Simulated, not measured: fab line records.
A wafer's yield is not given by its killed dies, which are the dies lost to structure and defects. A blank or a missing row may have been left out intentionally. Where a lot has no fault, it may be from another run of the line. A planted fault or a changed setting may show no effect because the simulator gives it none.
Code-filled problem report in 8D (eight disciplines) form	flow sky130	the parts of the form that need people (team, actions taken, sign-off) are left out

== 1. THE PROBLEM ==
Wafers without a fault read 20.000, standard deviation 0.0061; beam_energy_keV at SKY_SD_N_IMPLANT_10 reads a mean of 19.323 on 6 wafers belonging to 2 lots. So: -99 or more standard deviations from the usual mean.
Earliest sighting: wafer L368.3 on implanter-01 at day 35 00:10. The record has a number at this step for 39 wafers belonging to 13 lots. Rule for "out", or "out of limits": more than 4 standard deviations from the usual mean. The rest of the wafers with a number are treated as sound.

== 2. WHAT IT IS AND WHAT IT IS NOT ==
question	is	is not
which readings at this step	beam_energy_keV	end_station_pressure_torr
which lots	L368, L370	L348, L349, L351, L352, L353, L355, L357, L360, L362, L363, L364
which wafers of those lots	all that have a number	-
read on which tools	implanter-01	implanter-03, implanter-04
when	from day 35 00:10	up to then (33 sound wafers)

== 3. SUSPECTS, AND WHAT RULES EACH OUT ==
Counting: a tool at a process step up to the reading stays a suspect if it ran every lot that is out and no sound lot after the first of them.
- implanter-01 at SKY_SD_N_IMPLANT_10: kept. It ran every lot that is out, first L368 (day 35 00:10), and no sound lot after that; its last sound lot up to then is L362 (day 32 19:58). On those wafers its own readings are out: beam_energy_keV.
Remaining after the count: implanter-01 at SKY_SD_N_IMPLANT_10.

== 4. THE CAUSE (what the simulator had put in) ==
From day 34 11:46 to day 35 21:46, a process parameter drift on implanter-01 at SKY_SD_N_IMPLANT_10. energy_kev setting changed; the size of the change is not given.
Only this tool survived the counting.

== 5. SEQUENCE OF EFFECTS, ordered by route ==
Each row: a reading where the mean over the struck wafers with a number is more than 3 standard deviations away from the usual. Only readings for which the record gives a usual standard deviation are gone through. hours: the time from each lot's start at the first step in this table that gives one to its start at this step, as a median over the lots. sigmas: the change in usual standard deviations.
hours	step	reading	usual	on struck wafers	change	sigmas
0	SKY_SD_N_IMPLANT_10	beam_energy_keV	20.000	19.323	-0.677	-99 or more
The process steps in it:
- SKY_SD_N_IMPLANT_10
At these later measuring or inspecting steps, every struck wafer for which the step has a row has a number for every such reading, and none has moved that far: SKY_CONTACT_THK_MEAS_26, SKY_METAL1_CD_MEAS_15.

== 6. WHAT WOULD HAVE CAUGHT IT SOONER ==
The fault began at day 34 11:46; the first out-of-limits reading in this record came at day 35 00:10, 12 hours later.
